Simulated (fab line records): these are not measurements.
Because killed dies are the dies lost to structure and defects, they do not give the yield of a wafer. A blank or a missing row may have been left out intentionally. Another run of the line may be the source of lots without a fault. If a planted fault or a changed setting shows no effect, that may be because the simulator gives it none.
Commonality check across tools / flow gf180mcu / 39 wafers sampled across 13 lots

== WHY THIS WAS OPENED ==
Of 13 lots, 2 have the reading VT_IMPLANT_3_TW flagged at GF_VT_IMPLANT_TW_MEAS_32. Wafers without a fault read 269.1, standard deviation 1.8.
Rule: a lot is flagged when every wafer of it that has a number lies more than 4 standard deviations from that mean, or none has a number. All remaining lots are regarded as sound.

lot=L279; measured=day 7 07:22; on=film_metro-01; VT_IMPLANT_3_TW, wafer by wafer=270.2 268.8 269.6; flag=
lot=L280; measured=day 7 12:05; on=film_metro-01; VT_IMPLANT_3_TW, wafer by wafer=271.5 269.4 270.1; flag=
lot=L282; measured=day 8 05:25; on=film_metro-01; VT_IMPLANT_3_TW, wafer by wafer=268.0 269.7 270.0; flag=
lot=L287; measured=day 9 18:28; on=film_metro-02; VT_IMPLANT_3_TW, wafer by wafer=1228.6 1229.5 1228.1; flag=FLAGGED
lot=L288; measured=day 9 21:42; on=film_metro-02; VT_IMPLANT_3_TW, wafer by wafer=1222.3 1223.6 1223.6; flag=FLAGGED
lot=L291; measured=day 10 10:40; on=film_metro-04; VT_IMPLANT_3_TW, wafer by wafer=266.6 266.5 267.6; flag=
lot=L293; measured=day 11 02:20; on=film_metro-01; VT_IMPLANT_3_TW, wafer by wafer=268.4 270.1 270.6; flag=
lot=L294; measured=day 11 08:37; on=film_metro-04; VT_IMPLANT_3_TW, wafer by wafer=269.1 268.7 269.2; flag=
lot=L296; measured=day 11 22:01; on=film_metro-01; VT_IMPLANT_3_TW, wafer by wafer=268.6 268.9 269.5; flag=
lot=L297; measured=day 12 04:57; on=film_metro-04; VT_IMPLANT_3_TW, wafer by wafer=270.0 269.1 270.0; flag=
lot=L298; measured=day 12 09:46; on=film_metro-01; VT_IMPLANT_3_TW, wafer by wafer=270.4 269.9 269.4; flag=
lot=L299; measured=day 12 14:14; on=film_metro-02; VT_IMPLANT_3_TW, wafer by wafer=271.3 271.2 272.6; flag=
lot=L301; measured=day 13 05:10; on=film_metro-01; VT_IMPLANT_3_TW, wafer by wafer=269.9 269.7 270.4; flag=
Flagged lots average 1225.9: +956.8 relative to the usual, that is +99 or more standard deviations.

== TOOL THAT RAN EACH LOT ==
The record keeps 1 process step preceding the reading, out of 602 steps on the route. Read each cell as the tool, then ch plus the chambers that the sampled wafers visited, then the start.
lot=L279; flag=; GF_VT_IMPLANT_COAT_13=litho_track-03 ch 0, day 6 07:13
lot=L280; flag=; GF_VT_IMPLANT_COAT_13=litho_track-03 ch 0, day 6 12:01
lot=L282; flag=; GF_VT_IMPLANT_COAT_13=litho_track-01 ch 0, day 7 05:25
lot=L287; flag=FLAGGED; GF_VT_IMPLANT_COAT_13=litho_track-04, day 8 16:29
lot=L288; flag=FLAGGED; GF_VT_IMPLANT_COAT_13=litho_track-03, day 8 18:19
lot=L291; flag=; GF_VT_IMPLANT_COAT_13=litho_track-04 ch 0, day 9 07:50
lot=L293; flag=; GF_VT_IMPLANT_COAT_13=litho_track-01 ch 0, day 9 22:25
lot=L294; flag=; GF_VT_IMPLANT_COAT_13=litho_track-03 ch 0, day 10 04:35
lot=L296; flag=; GF_VT_IMPLANT_COAT_13=litho_track-01 ch 0, day 10 17:10
lot=L297; flag=; GF_VT_IMPLANT_COAT_13=litho_track-04 ch 0, day 10 23:41
lot=L298; flag=; GF_VT_IMPLANT_COAT_13=litho_track-01 ch 0, day 11 04:07
lot=L299; flag=; GF_VT_IMPLANT_COAT_13=litho_track-04 ch 0, day 11 09:02
lot=L301; flag=; GF_VT_IMPLANT_COAT_13=litho_track-04 ch 0, day 11 22:35
What these steps do:
- GF_VT_IMPLANT_COAT_13: resist thk 1000 nm.
- GF_VT_IMPLANT_TW_MEAS_32

== FLAGGED AGAINST TOTAL, ONE TOOL AT A TIME (gauges that did the reading follow at the end) ==
step=GF_VT_IMPLANT_COAT_13; tool=litho_track-01; lots run=4; flagged=0; share of the flagged lots=none; sound lots run after its first flagged lot=-
step=GF_VT_IMPLANT_COAT_13; tool=litho_track-03; lots run=4; flagged=1; share of the flagged lots=some; sound lots run after its first flagged lot=1 (L294)
step=GF_VT_IMPLANT_COAT_13; tool=litho_track-04; lots run=5; flagged=1; share of the flagged lots=some; sound lots run after its first flagged lot=4 (L291,L297,L299,L301)
step=GF_VT_IMPLANT_TW_MEAS_32; tool=film_metro-01; lots run=7; flagged=0; share of the flagged lots=none; sound lots run after its first flagged lot=-
step=GF_VT_IMPLANT_TW_MEAS_32; tool=film_metro-02; lots run=3; flagged=2; share of the flagged lots=all; sound lots run after its first flagged lot=1 (L299)
step=GF_VT_IMPLANT_TW_MEAS_32; tool=film_metro-04; lots run=3; flagged=0; share of the flagged lots=none; sound lots run after its first flagged lot=-

== THE TABLE: WHAT IT ALLOWS ==
In the table, 1 row covers all flagged lots: film_metro-02 at GF_VT_IMPLANT_TW_MEAS_32.
- film_metro-02 at GF_VT_IMPLANT_TW_MEAS_32: 2 of its 3 lots flagged. Sound lots followed the first flagged one (L299) on it, something a lasting fault affecting the whole tool could not allow.
Every row of the table either missed a flagged lot or ran a sound lot after the first.

== WHAT HAD BEEN PUT IN BY THE SIMULATOR ==
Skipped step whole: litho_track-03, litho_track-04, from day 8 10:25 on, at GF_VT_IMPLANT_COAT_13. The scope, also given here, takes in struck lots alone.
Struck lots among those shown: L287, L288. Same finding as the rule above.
